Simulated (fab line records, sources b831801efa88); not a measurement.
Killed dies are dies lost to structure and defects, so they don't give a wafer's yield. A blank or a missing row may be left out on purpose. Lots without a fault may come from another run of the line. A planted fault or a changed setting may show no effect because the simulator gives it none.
One fault seen from 2 desks | flow gf180mcu | each desk has only its own numbers; what lay behind them comes last

THE TOOL OWNER'S DESK: implanter-02
The tool's own readings at GF_HV_LDD_IMPLANT_21: means of the sampled wafers that have a number, for each lot that ran on this tool. A lot is out of limits, marked OUT, if its mean lies more than 4 standard deviations from the usual mean; the brackets give that distance.
Columns: A = beam_on_s at GF_HV_LDD_IMPLANT_21, usual 10.01 s; B = end_station_pressure_torr at GF_HV_LDD_IMPLANT_21, usual 5.22e-06 Torr
lot  | first seen here | A     | B
L909 | day 13 04:31    | 10.14 | 4.92e-06
L915 | day 14 23:05    | 10.37 | 3.76e-05 (+99 or more) OUT
L916 | day 15 08:12    | 10.53 | 3.69e-05 (+99 or more) OUT
This desk's finding: out of limits on L915, L916; first on L915, day 14 23:05 (end_station_pressure_torr at GF_HV_LDD_IMPLANT_21). In limits: L909.

THE METROLOGY DESK
What the gauges read, lot by lot, whatever tool the lot ran on: means of the sampled wafers that have a number. A lot is out of limits, marked OUT, if its mean lies more than 4 standard deviations from the usual mean; the brackets give that distance.
Columns: A = HV_LDD_TW at GF_HV_LDD_TW_MEAS_11, usual 2414; B = cd_nm at GF_HV_LDD_CD_MEAS_19, usual 400.6 nm; C = HV_LDD_01_OVL at GF_HV_LDD_OVL_MEAS_20, usual 0.4 nm
lot  | first seen here | A    | B     | C
L907 | day 11 20:30    | 2409 | 399.7 | 1.3
L909 | day 12 08:59    | 2431 | 401.2 | -0.1
L915 | day 14 01:55    | 2388 | 403.3 | 2.0
L916 | day 14 10:33    | 2400 | 400.9 | -0.2
L920 | day 15 14:45    | 2420 | 401.8 | 1.2
L923 | day 16 15:47    | 2417 | 400.4 | 1.5
This desk's finding: nothing out of limits on any of the 6 lots.

PUT TOGETHER
The tool owner's desk could have raised an alarm at day 14 23:05, on L915, L916.
The metrology desk saw nothing out of limits.
The metrology desk has L915, L916 on record, within its limits.
Of the lots named, all ran GF_HV_LDD_IMPLANT_21 on implanter-02.

WHAT THE SIMULATOR HAD PUT IN
Process parameter drift: implanter-02, from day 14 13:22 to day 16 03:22, at GF_HV_LDD_IMPLANT_21. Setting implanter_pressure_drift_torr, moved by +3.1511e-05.
Process parameter drift: implanter-02, from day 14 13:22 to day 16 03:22, at GF_HV_LDD_IMPLANT_21. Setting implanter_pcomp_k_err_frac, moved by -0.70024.
Lots struck among those shown: L915, L916.
Hours from the fault's start to each desk's first reading out of limits: the tool owner's desk, 10.
